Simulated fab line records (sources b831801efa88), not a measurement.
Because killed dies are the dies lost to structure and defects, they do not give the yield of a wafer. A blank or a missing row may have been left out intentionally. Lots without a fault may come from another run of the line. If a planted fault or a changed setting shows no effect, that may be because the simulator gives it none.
2 desks looking at one fault + flow gf180mcu + every desk sees just its own numbers, and what lay behind them comes last

== FROM THE METROLOGY DESK ==
Means of the sampled wafers that have a number, per lot and without regard to the tool the lot ran on: this is what the gauges read. The brackets show how far a lot's mean lies from the usual mean; more than 4 standard deviations puts the lot out of limits, marked OUT.
Columns: A = STI_OXIDATION_THK at GF_STI_THK_MEAS_02, usual 9.99 nm; B = MVSD_OVL at GF_MVSD_OVL_MEAS_07, usual 0.7 nm; C = LVPWELL_RS at GF_VT_IMPLANT_RS_MEAS_48, usual 1195.6 ohm/sq; D = SAB_OVL at GF_SAB_OVL_MEAS_10, usual 1.4 nm
| lot  | first seen here | A     | B    | C                 | D    |
|------|-----------------|-------|------|-------------------|------|
| L622 | day 1 21:38     | 9.70  | 0.9  | 1197.3            | 1.0  |
| L623 | day 2 03:24     | 9.73  | 1.5  | 1192.5            | 0.5  |
| L624 | day 2 07:31     | 10.28 | 0.9  | 1193.9            | 1.9  |
| L625 | day 2 13:52     | 9.92  | 1.7  | 1198.5            | -1.2 |
| L627 | day 2 22:31     | 9.96  | 1.5  | 1194.4            | 1.3  |
| L628 | day 3 03:32     | 10.22 | 1.5  | 1201.3            | 1.8  |
| L629 | day 3 10:42     | 9.88  | -2.4 | 1196.4            | 3.4  |
| L630 | day 3 16:10     | 9.93  | -0.1 | 1195.2            | 0.8  |
| L631 | day 3 19:40     | 10.00 | 2.5  | 1195.4            | 2.9  |
| L632 | day 3 23:31     | 10.01 | 2.9  | 1194.8            | 0.2  |
| L633 | day 4 05:13     | 10.19 | 0.8  | 1192.5            | 1.8  |
| L636 | day 4 19:56     | 10.04 | 1.3  | 1193.7            | 0.5  |
| L639 | day 5 10:46     | 9.92  | 1.1  | 1221.8 (+9.3) OUT | -0.1 |
| L642 | day 6 01:32     | 9.68  | -1.2 | 1216.2 (+7.4) OUT | 2.0  |
Finding of this desk: L639, L642 out of limits, first seen on L639 at day 13 01:16 (LVPWELL_RS at GF_VT_IMPLANT_RS_MEAS_48). In limits: L622, L623, L624, L625, L627, L628, L629, L630, L631, L632, L633, L636.

== DESK OF THE TOOL OWNER: implanter-04 ==
The tool's own readings at GF_LVPWELL_IMPLANT_08, given as means over the sampled wafers that have a number, one for each lot that went through this tool. The brackets show how far a lot's mean lies from the usual mean; more than 4 standard deviations puts the lot out of limits, marked OUT.
Columns: A = beam-on-s at GF_LVPWELL_IMPLANT_08, usual 9.99 s
| lot  | first seen here | A     |
|------|-----------------|-------|
| L624 | day 4 19:24     | 10.12 |
| L627 | day 5 14:17     | 9.89  |
| L628 | day 5 18:23     | 9.83  |
| L629 | day 6 04:12     | 9.94  |
| L632 | day 6 18:00     | 10.17 |
| L633 | day 6 22:44     | 9.89  |
| L639 | day 8 08:29     | 10.12 |
| L642 | day 9 02:09     | 10.00 |
Finding of this desk: none of the 8 lots has anything out of limits.

== PUT TOGETHER ==
L639, L642 would have let the metrology desk raise an alarm at day 13 01:16.
The tool owner's desk saw nothing out of limits.
The tool owner's desk has L639, L642 on record, within its limits.
Of the lots named, all ran GF_LVPWELL_IMPLANT_08 on implanter-04.

== WHAT WAS PUT IN BY THE SIMULATOR ==
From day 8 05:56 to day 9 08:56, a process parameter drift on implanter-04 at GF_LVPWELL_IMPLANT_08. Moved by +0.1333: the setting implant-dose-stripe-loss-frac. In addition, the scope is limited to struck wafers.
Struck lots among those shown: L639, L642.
Hours from the fault's start to each desk's first reading out of limits: the metrology desk, 115.
